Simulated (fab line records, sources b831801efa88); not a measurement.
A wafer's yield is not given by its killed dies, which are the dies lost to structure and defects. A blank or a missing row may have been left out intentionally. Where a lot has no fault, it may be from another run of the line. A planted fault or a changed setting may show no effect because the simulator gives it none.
Struck lot and sound lot, side by side :: flow sfq line :: 14 steps out of a route of 325
Sound: these wafers, L835.3, L835.5, L835.6. The struck wafers were L839.1, L839.4, L839.6. At the end, the cause is stated.
Each step with rows lists, per side, the tool, then ch with its chambers, then its first start. Under that, the readings that differ: sound wafers :: struck wafers :: difference of the means :: sigmas: that difference in standard deviations of wafers without a fault.
alike: readings with means less than 2 such deviations apart, plus words and numbers identical on both sides. not compared: withheld readings, readings lacking a value on some wafer, bounds such as >300 that could conceal the same value, and numbers that have no deviation in the record and whose values overlap.
Wherever a step has rows on one side only, a row that says differs or no value, or a row with sigmas, the two part there. Numbers that don't overlap but have no deviation are shown without sigmas and don't part them. Lack of a reading on every wafer of one side parts them only where that side has two or more wafers.

first, 6 steps without rows for these wafers: SFQ_TRILAYER_M3_LITHO_COAT_080 (resist thk 62 nm); SFQ_TRILAYER_M3_LITHO_COAT_075 (resist thk 600 nm); SFQ_TRILAYER_M3_LITHO_SOFTBAKE_079; SFQ_TRILAYER_M3_LITHO_EXPOSE_076 (exposes mask M3, target cd 500 nm); SFQ_TRILAYER_M3_LITHO_PEB_078 (peb time 60 s); SFQ_TRILAYER_M3_LITHO_DEVELOP_077 (time 60 s).
SFQ_M3_OVL_MEAS_921:
  sound: overlay-01 at day 25 07:49; struck: overlay-02 at day 32 12:55
  alike: M3_OVL
SFQ_TRILAYER_M3_BARC_OPEN_METAL_ETCH_100: etches BARC in O2, target depth 125 nm, time 41.7 s.
  sound on rie metal-03 ch 0,1, day 25 07:52; struck on rie metal-03 ch 0,1, day 32 12:57
  alike: bias w, drypump motor current A, oes product au, rf fwd power W
  not compared: rf hours counter h
SFQ_TRILAYER_M3_ETCH_METAL_ETCH_078: etches Nb in Cl2/Ar, stops on SiO2, target depth 240 nm, time 120 s.
  sound on rie metal-03 ch 0,1, day 25 07:56; struck on rie metal-03 ch 0,1, day 32 13:01
  alike: bias w, drypump motor current A, oes product au, rf fwd power W
  not compared: rf hours counter h
SFQ_TRILAYER_M3_STRIP_STRIP_079: strips in O2.
  sound on rie metal-03 ch 0,1, day 25 08:13; struck on rie metal-03 ch 0,1, day 32 13:08
  alike: drypump motor current A, oes product au
  not compared: rf hours counter h
then, 1 step without rows for these wafers: SFQ_TRILAYER_M3_STRIP_SOLV_CLEAN_080 (cleans in NMP, time 600 s).
SFQ_TRILAYER_I3_DEP_PECVD_081: deposits SiO2 from SiH4/N2O, time 111.11 s, target thk 500 nm.
  sound on pecvd-03 ch 1,2, day 25 08:49; struck on pecvd-04 ch 0,2, day 32 13:55
reading: rf fwd power W (W)
sound: 183.1 181.8 182.3
struck: 255.5 255.4 256.3
difference: +73.3
sigmas: +99 or more

reading: showerhead vpp V (V)
sound: 768 778 796
struck: 1053 1054 951
difference: +239
sigmas: +7

reading: model.SiO2_of_TRILAYER_I3_DEP_PECVD_081.thk nm (nm)
sound: 496.9 504.8 494.6
struck: 556.5 559.8 558.9
difference: +59.6
sigmas: 
  alike: heater power outer w, heater power w, throttle valve pct
SFQ_TRILAYER_I3_CMP_CMP_082: polishes SiO2.
  sound on cmp-02 ch 0,2,3, day 25 19:23; struck on cmp-01 ch 0,1,3, day 32 15:47
reading: time to endpoint s (s)
sound: 201 215 212
struck: 257 246 247
difference: +41
sigmas: +5
  alike: motor current A, retaining ring pressure frac
SFQ_I3_BOW_MEAS_922:
  sound: film metro-04 at day 25 20:55; struck: film metro-04 at day 32 18:47
  alike: I3_BOW

WHERE THEY PART
Earliest at SFQ_TRILAYER_I3_DEP_PECVD_081; latest, in this record, at SFQ_TRILAYER_I3_CMP_CMP_082. Later steps at which nothing parts them and some readings are alike: SFQ_I3_BOW_MEAS_922.

WHY: what the simulator had put in
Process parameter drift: pecvd-04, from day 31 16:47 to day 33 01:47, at SFQ_TRILAYER_I3_DEP_PECVD_081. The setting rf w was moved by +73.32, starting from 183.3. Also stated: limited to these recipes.
